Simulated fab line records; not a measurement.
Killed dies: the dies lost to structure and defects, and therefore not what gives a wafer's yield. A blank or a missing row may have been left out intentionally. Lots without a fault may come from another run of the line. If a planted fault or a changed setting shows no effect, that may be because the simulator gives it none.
Lot-split experiment	flow sfq line	on a route of 325 steps: 5 lots, 23 wafers read

## ON THE SPLIT
At SFQ_TRILAYER_I3_DEP_PECVD_081 (deposits SiO2 from SiH4/N2O, time 111.11 s, target thk 500 nm), the setting time s was moved away from the recipe's 111.11 s on 8 of the 23 wafers read, by -5.6% to +13.0%. The other wafers ran this setting at the recipe's value.

The split's own step is where the reading is taken.

## THE READING
SiO2_of_TRILAYER_I3_DEP_PECVD_081.thk nm (the simulator's own value, which no gauge read), in nm, at SFQ_TRILAYER_I3_DEP_PECVD_081 (deposits SiO2 from SiH4/N2O, time 111.11 s, target thk 500 nm). No usual value for it is given in the file. Across the 15 wafers here that went through the recipe, the average is 498.6 nm and the standard deviation 7.9 nm.

wafer	tool, chamber at the split	time s as run, s	against the recipe	SiO2_of_TRILAYER_I3_DEP_PECVD_081.thk nm, nm	against lot-mates on the recipe
L078.1	pecvd-01, 1	124.4	+12.0%	562.3	+60.0
L078.2	pecvd-01, 2	124.4	+12.0%	561	+58.8
L078.3	pecvd-01, 0	111.11	recipe	494.3	-
L078.5	pecvd-01, 1	124.4	+12.0%	566.9	+64.6
L078.6	pecvd-01, 2	111.11	recipe	510.2	-
L080.3	pecvd-04, 0	111.11	recipe	503.5	-
L080.4	pecvd-04, 1	111.11	recipe	496.7	-
L080.5	pecvd-04, 0	111.11	recipe	506	-
L082.1	pecvd-01, 2	111.11	recipe	500.5	-
L082.2	pecvd-01, 0	111.11	recipe	488.7	-
L082.3	pecvd-01, 1	104.9	-5.6%	469.3	-28.3
L082.5	pecvd-01, 2	111.11	recipe	503.5	-
L082.6	pecvd-01, 0	104.9	-5.6%	468.8	-28.8
L083.1	pecvd-02, 1	111.11	recipe	488.2	-
L083.3	pecvd-02, 0	111.11	recipe	486.1	-
L083.4	pecvd-02, 0	111.11	recipe	500.9	-
L083.5	pecvd-02, 2	111.11	recipe	493.1	-
L083.6	pecvd-02, 1	111.11	recipe	490.1	-
L084.1	pecvd-04, 1	111.11	recipe	507.9	-
L084.2	pecvd-04, 2	111.11	recipe	508.9	-
L084.3	pecvd-04, 0	125.5	+13.0%	570	+61.6
L084.4	pecvd-04, 1	125.5	+13.0%	574.8	+66.4
L084.6	pecvd-04, 0	125.5	+13.0%	580.4	+72.0

FIT RESULTS
A straight line over all 23 wafers: SiO2_of_TRILAYER_I3_DEP_PECVD_081.thk nm changes by +5.64 nm for each +1% of time s; r = +0.98; the points scatter about the line by 7.1 nm.
The same after taking each lot's own level away (the mean of its wafers on the recipe; 23 wafers): +5.13 nm for each +1%; r = +0.99; scatter 4.9 nm.
The reading moves by 66 nm for the largest change in time s, on that fit.
The span of the lots' own levels, 491.68 to 508.40 nm, comes to 2.1 times the standard deviation stated above.
So the lot-to-lot level changes the slope little: the two slopes agree.
Check: for one of the wafers moved furthest among these (+13.0%), held out of the fit, the line's prediction against its lot-mates is +67.4 nm. It came out at +61.6 nm against them.

## THESE WAFERS: OTHER SPLITS
These wafers also went through other splits before the reading. Each is held against what the fit with the lots' levels taken away leaves over:
other split on the same wafers	wafers away from the commonest value	r with SiO2_of_TRILAYER_I3_DEP_PECVD_081.thk nm (lot level and that fit taken away)
SFQ_TRILAYER_M2_BARC_OPEN_METAL_ETCH_077 bias w	8	-0.12
SFQ_TRILAYER_I2_CMP_CMP_064 leave above ref nm	6	-0.22
SFQ_TRILAYER_I2_VIA_LITHO_EXPOSE_068 dose mj	5	-0.01
SFQ_TRILAYER_M3_LITHO_COAT_075 spin rpm	6	+0.01
SFQ_TRILAYER_M3_BARC_OPEN_METAL_ETCH_100 time s	11	-0.04

## THE WHOLE CHAIN: every reading that the file lists as answering this split, in the file's order
step	what it does	reading	change (the file's fit)	r (the file's)
SFQ_TRILAYER_I3_DEP_PECVD_081	deposits SiO2 from SiH4/N2O, time 111.11 s, target thk 500 nm	SiO2_of_TRILAYER_I3_DEP_PECVD_081.thk nm (the simulator's own value, which no gauge read)	+5.13 nm for each +1% of the setting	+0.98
SFQ_TRILAYER_I3_CMP_CMP_082	polishes SiO2	time to endpoint s	withheld for each +1% of the setting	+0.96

## THE FILE'S OWN FIT
SiO2_of_TRILAYER_I3_DEP_PECVD_081.thk nm changes by +5.13 nm for each +1% of time s, r = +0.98.
